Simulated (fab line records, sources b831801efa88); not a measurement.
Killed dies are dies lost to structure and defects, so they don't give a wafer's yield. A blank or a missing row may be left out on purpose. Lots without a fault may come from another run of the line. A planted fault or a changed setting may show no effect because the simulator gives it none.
Which tool did it? | flow gf180mcu | 12 lots, 36 wafers sampled, at 6 steps of a route of 602

WHAT THE GAUGES READ, wafer by wafer
GF_TOP_METAL_RS_MEAS_05: measures by four-point-probe.
lot  | measured     | on            | TOP_METAL_ALCU_RS (ohm/sq)
L075 | day 27 12:43 | film_metro-04 | 0.0323 0.0327 0.0323
L077 | day 27 23:44 | film_metro-02 | 0.0332 0.0329 0.0331
L079 | day 28 21:49 | film_metro-02 | 0.0321 0.0322 0.0321
L081 | day 29 07:57 | film_metro-03 | 0.0325 0.0326 0.0321
L083 | day 30 01:36 | film_metro-03 | 0.0324 0.0322 0.0323
L086 | day 30 19:50 | film_metro-03 | 0.0322 0.0325 0.0325
L087 | day 31 06:28 | film_metro-02 | 0.0330 0.0329 0.0330
L089 | day 32 00:02 | film_metro-03 | 0.0324 0.0322 0.0325
L091 | day 32 13:20 | film_metro-04 | 0.0326 0.0324 0.0322
L093 | day 32 16:21 | film_metro-03 | 0.0331 0.0333 0.0333
L095 | day 33 04:30 | film_metro-04 | 0.0329 0.0325 0.0332
L097 | day 33 15:29 | film_metro-03 | 0.0328 0.0328 0.0327

WHICH TOOL RAN EACH LOT (tool, then ch and the chambers of the sampled wafers, then the start)
lot  | GF_CONTACT_STRIP_18                  | GF_V1_SPUTTER_21             | GF_M2_SPUTTER_03             | GF_V3_CVD_02                    | GF_M4_METAL_ETCH_16
L075 | plasma_asher-01 ch 1, day 16 08:58   | pvd_sputter-03, day 18 11:11 | pvd_sputter-04, day 18 12:02 | pecvd-02 ch 1,2, day 21 17:18   | rie_metal-03 ch 0,1, day 23 17:21
L077 | plasma_asher-03 ch 0,1, day 16 21:42 | pvd_sputter-01, day 19 00:05 | pvd_sputter-03, day 19 00:56 | pecvd-03 ch 0,2, day 22 05:33   | rie_metal-01 ch 0,1, day 24 04:40
L079 | plasma_asher-03 ch 0,1, day 18 00:31 | pvd_sputter-03, day 20 04:30 | pvd_sputter-01, day 20 05:22 | pecvd-03 ch 0,2, day 23 07:26   | rie_metal-03 ch 0,1, day 25 05:34
L081 | plasma_asher-03 ch 0,1, day 18 14:34 | pvd_sputter-03, day 20 17:41 | pvd_sputter-04, day 20 18:32 | pecvd-04 ch 0,2, day 23 20:16   | rie_metal-03 ch 0,1, day 25 17:52
L083 | plasma_asher-04 ch 0,1, day 19 12:02 | pvd_sputter-03, day 21 15:11 | pvd_sputter-04, day 21 16:02 | pecvd-03 ch 0,2, day 24 16:16   | rie_metal-01 ch 1, day 26 12:16
L086 | plasma_asher-04 ch 0,1, day 20 12:21 | pvd_sputter-03, day 22 15:10 | pvd_sputter-01, day 22 16:01 | pecvd-02 ch 0,1, day 25 14:05   | rie_metal-04 ch 0,1, day 27 09:37
L087 | plasma_asher-04 ch 1, day 20 23:44   | pvd_sputter-02, day 23 02:10 | pvd_sputter-01, day 23 03:02 | pecvd-02 ch 0,1, day 26 00:46   | rie_metal-03 ch 0,1, day 27 19:43
L089 | plasma_asher-03 ch 0,1, day 22 00:41 | pvd_sputter-02, day 24 00:56 | pvd_sputter-04, day 24 01:48 | pecvd-03 ch 0,2, day 26 22:08   | rie_metal-03 ch 0,1, day 28 16:10
L091 | plasma_asher-01 ch 0,1, day 22 20:46 | pvd_sputter-02, day 24 21:17 | pvd_sputter-01, day 24 22:22 | pecvd-04 ch 1,2, day 27 15:35   | rie_metal-03 ch 0,1, day 29 08:54
L093 | plasma_asher-04 ch 0,1, day 22 23:17 | pvd_sputter-02, day 24 23:32 | pvd_sputter-01, day 25 00:23 | pecvd-03 ch 1,2, day 27 18:04   | rie_metal-01 ch 0,1, day 29 10:50
L095 | plasma_asher-04 ch 0,1, day 23 17:05 | pvd_sputter-02, day 25 15:30 | pvd_sputter-03, day 25 16:22 | pecvd-04 ch 0,1,2, day 28 10:20 | rie_metal-01 ch 0,1, day 30 01:16
L097 | plasma_asher-01 ch 0,1, day 24 07:32 | pvd_sputter-01, day 26 05:38 | pvd_sputter-03, day 26 06:29 | pecvd-02 ch 1,2, day 28 22:35   | rie_metal-01 ch 0,1, day 30 13:25
- GF_CONTACT_STRIP_18: strips in O2/N2.
- GF_V1_SPUTTER_21: material Ti, target thk 15 nm, time 80.02 s.
- GF_M2_SPUTTER_03: material Ti, target thk 10 nm, time 6.7 s.
- GF_V3_CVD_02: deposits SiO2 from TEOS, target thk 850 nm, time 94.851 s.
- GF_M4_METAL_ETCH_16: etches the open film in Cl2/BCl3, stops on SiO2, target depth 750.8 nm, time 125.1 s.

THE ANSWER, worked out from the rows above alone
Rule: what is usual is taken from the lots themselves. Put in order of their means at a reading, lots are off if they are a third of the lots or fewer, leave a main group of 4 or more, and stand apart from it by a gap of 3 or more times the standard deviation of the main group's means; of several such gaps the widest counts. A main group whose means are all the same, to the digits that the tables above print for the reading, isn't used. A lot without any number at a reading at which 4 lots or more have one is off too. The other lots that the step has rows for count as sound.
No lot is off at any reading shown: from this, nothing can be told.

WHAT THE SIMULATOR HAD PUT IN
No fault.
